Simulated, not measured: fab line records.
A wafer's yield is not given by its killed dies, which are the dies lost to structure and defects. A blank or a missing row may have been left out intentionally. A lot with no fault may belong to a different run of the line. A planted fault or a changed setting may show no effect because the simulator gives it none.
Matching of chambers -- flow sky130 -- SKY_VIA2_ETCH_14 on rie diel-03 has 4 sister chambers
The step etches BARC in N2/H2, stops on SiO2, time 45.9 s, target depth 60 nm. 4 wafers are shown with their chamber, then 9 later ones without.

EACH WAFER AND ITS CHAMBER
wafer,chamber,drypump motor current A (A)
L081.1,2,6.4
L086.2,3,5.4
L086.3,0,5.9
L086.4,1,6.1

WAFERS WHOSE CHAMBER IS MISSING
wafer,drypump motor current A (A)
L087.1,5.3
L087.3,6.4
L087.4,6.0
L090.2,6.4
L090.3,5.4
L090.4,5.8
L094.2,5.4
L094.3,5.8
L094.5,5.4

EACH ONE'S CHAMBER
wafer,from the rows above,in truth
L087.1,3,3
L087.3,2,2
L087.4,can't be placed: 0 or 1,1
L090.2,2,2
L090.3,3,3
L090.4,0,0
L094.2,3,3
L094.3,0,0
L094.5,3,3
Placed correctly: 8 of 9. Not placeable from these rows: 1 (in 1, the candidates include the true chamber). Number placed wrongly: 0.
How it was worked out, from the rows above alone: a wafer's distance from a chamber is the root of the sum, over the readings, of the square of ((its reading less the chamber's mean) divided by the reading's scatter). If the next closest chamber is less than 2 further off than the closest, the wafer can't be placed; otherwise it belongs to the closest. The mean given for a chamber averages the wafers shown for that chamber. The scatter: with one shown wafer a chamber, the root of the mean of the squares of how far each hidden wafer lies from its nearest shown one.
